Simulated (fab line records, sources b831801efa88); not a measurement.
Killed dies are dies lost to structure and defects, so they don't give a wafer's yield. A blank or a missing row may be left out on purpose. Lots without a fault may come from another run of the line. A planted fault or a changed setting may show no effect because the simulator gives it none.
Which tool did it? | flow gf180mcu | 12 lots, 36 wafers sampled, at 1 step of a route of 602

WHAT THE GAUGES READ, wafer by wafer
GF_VT_IMPLANT_RS_MEAS_46: measures by four-point-probe.
lot  | measured     | on            | MVSD_RS (ohm/sq)
L075 | day 8 02:04  | film_metro-02 | 457.2 457.2 456.9
L077 | day 8 17:05  | film_metro-04 | 455.3 455.8 456.4
L079 | day 9 00:32  | film_metro-02 | 458.9 457.6 459.1
L081 | day 9 17:04  | film_metro-02 | 459.6 458.4 457.5
L083 | day 10 03:27 | film_metro-02 | 459.1 457.2 458.1
L085 | day 10 19:56 | film_metro-01 | 457.9 457.9 456.5
L087 | day 11 08:20 | film_metro-04 | 458.2 458.4 457.3
L089 | day 11 22:26 | film_metro-02 | 456.1 456.4 456.0
L091 | day 12 12:52 | film_metro-02 | 456.7 455.9 456.1
L093 | day 12 23:44 | film_metro-02 | 458.4 458.0 457.8
L095 | day 13 13:36 | film_metro-04 | 456.7 458.0 457.7
L097 | day 14 00:33 | film_metro-01 | 458.0 458.9 457.4

WHICH TOOL RAN EACH LOT (tool, then ch and the chambers of the sampled wafers, then the start)
The record holds no process step before these readings.

THE ANSWER, worked out from the rows above alone
Rule: what is usual is taken from the lots themselves. Put in order of their means at a reading, lots are off if they are a third of the lots or fewer, leave a main group of 4 or more, and stand apart from it by a gap of 3 or more times the standard deviation of the main group's means; of several such gaps the widest counts. A main group whose means are all the same, to the digits that the tables above print for the reading, isn't used. A lot without any number at a reading at which 4 lots or more have one is off too. The other lots that the step has rows for count as sound.
No lot is off at any reading shown: from this, nothing can be told.

WHAT THE SIMULATOR HAD PUT IN
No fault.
